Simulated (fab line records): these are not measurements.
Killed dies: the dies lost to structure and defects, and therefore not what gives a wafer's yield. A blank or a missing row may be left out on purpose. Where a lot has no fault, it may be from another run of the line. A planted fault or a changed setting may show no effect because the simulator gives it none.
Chamber matching || flow sfq_line || SFQ_TRILAYER_I1_VIA_BARC_OPEN_VIA_ETCH_071 on rie_diel-03: 4 sister chambers
The step etches BARC in O2, target depth 125 nm, time 41.7 s. 14 wafers are shown with their chamber, then 7 later ones without.

## WAFERS, EACH WITH ITS CHAMBER
{"wafer": "L743.1", "chamber": 1, "oes_product_au (a.u.)": 0.684}
{"wafer": "L743.2", "chamber": 3, "oes_product_au (a.u.)": 0.689}
{"wafer": "L743.3", "chamber": 2, "oes_product_au (a.u.)": 0.685}
{"wafer": "L744.1", "chamber": 3, "oes_product_au (a.u.)": 0.683}
{"wafer": "L744.2", "chamber": 0, "oes_product_au (a.u.)": 0.692}
{"wafer": "L744.3", "chamber": 1, "oes_product_au (a.u.)": 0.688}
{"wafer": "L745.1", "chamber": 3, "oes_product_au (a.u.)": 0.685}
{"wafer": "L745.4", "chamber": 1, "oes_product_au (a.u.)": 0.690}
{"wafer": "L745.5", "chamber": 2, "oes_product_au (a.u.)": 0.681}
{"wafer": "L747.1", "chamber": 2, "oes_product_au (a.u.)": 0.687}
{"wafer": "L747.3", "chamber": 3, "oes_product_au (a.u.)": 0.686}
{"wafer": "L747.4", "chamber": 0, "oes_product_au (a.u.)": 0.685}
{"wafer": "L753.1", "chamber": 2, "oes_product_au (a.u.)": 0.684}
{"wafer": "L753.2", "chamber": 1, "oes_product_au (a.u.)": 0.688}

SIGNATURES, as means of the wafers listed above
{"reading": "oes_product_au", "chamber 0": 0.68850, "chamber 1": 0.68750, "chamber 2": 0.68425, "chamber 3": 0.68575, "scatter within a chamber": 0.00285}
Rule: for a wafer and a chamber, the distance is found by dividing, reading by reading, the gap between the wafer's reading and the chamber's mean by the reading's scatter, squaring, summing and taking the root. If the next closest chamber is less than 2 further off than the closest, the wafer can't be placed; otherwise it belongs to the closest. The scatter: take each reading less its chamber's mean, square it, sum over the shown wafers, divide by the number of wafers less the number of chambers, and take the root.

## WAFERS WITHOUT THEIR CHAMBER
{"wafer": "L753.5", "oes_product_au (a.u.)": 0.682}
{"wafer": "L760.2", "oes_product_au (a.u.)": 0.690}
{"wafer": "L760.4", "oes_product_au (a.u.)": 0.684}
{"wafer": "L760.6", "oes_product_au (a.u.)": 0.684}
{"wafer": "L763.1", "oes_product_au (a.u.)": 0.676}
{"wafer": "L763.2", "oes_product_au (a.u.)": 0.691}
{"wafer": "L763.5", "oes_product_au (a.u.)": 0.681}

## CHAMBER TAKEN BY EACH
{"wafer": "L753.5", "from the rows above": "can't be placed: 2 or 3 or 1 or 0", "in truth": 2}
{"wafer": "L760.2", "from the rows above": "can't be placed: 0 or 1 or 3 or 2", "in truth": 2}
{"wafer": "L760.4", "from the rows above": "can't be placed: 2 or 3 or 1 or 0", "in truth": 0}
{"wafer": "L760.6", "from the rows above": "can't be placed: 2 or 3 or 1 or 0", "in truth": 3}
{"wafer": "L763.1", "from the rows above": "can't be placed: 2 or 3 or 1 or 0", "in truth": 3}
{"wafer": "L763.2", "from the rows above": "can't be placed: 0 or 1 or 3 or 2", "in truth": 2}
{"wafer": "L763.5", "from the rows above": "can't be placed: 2 or 3 or 1 or 0", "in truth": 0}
Correct placement for 0 of the 7. Cannot be placed on the basis of these rows: 7; the candidates contain the true chamber in 7. 0 placed wrongly.
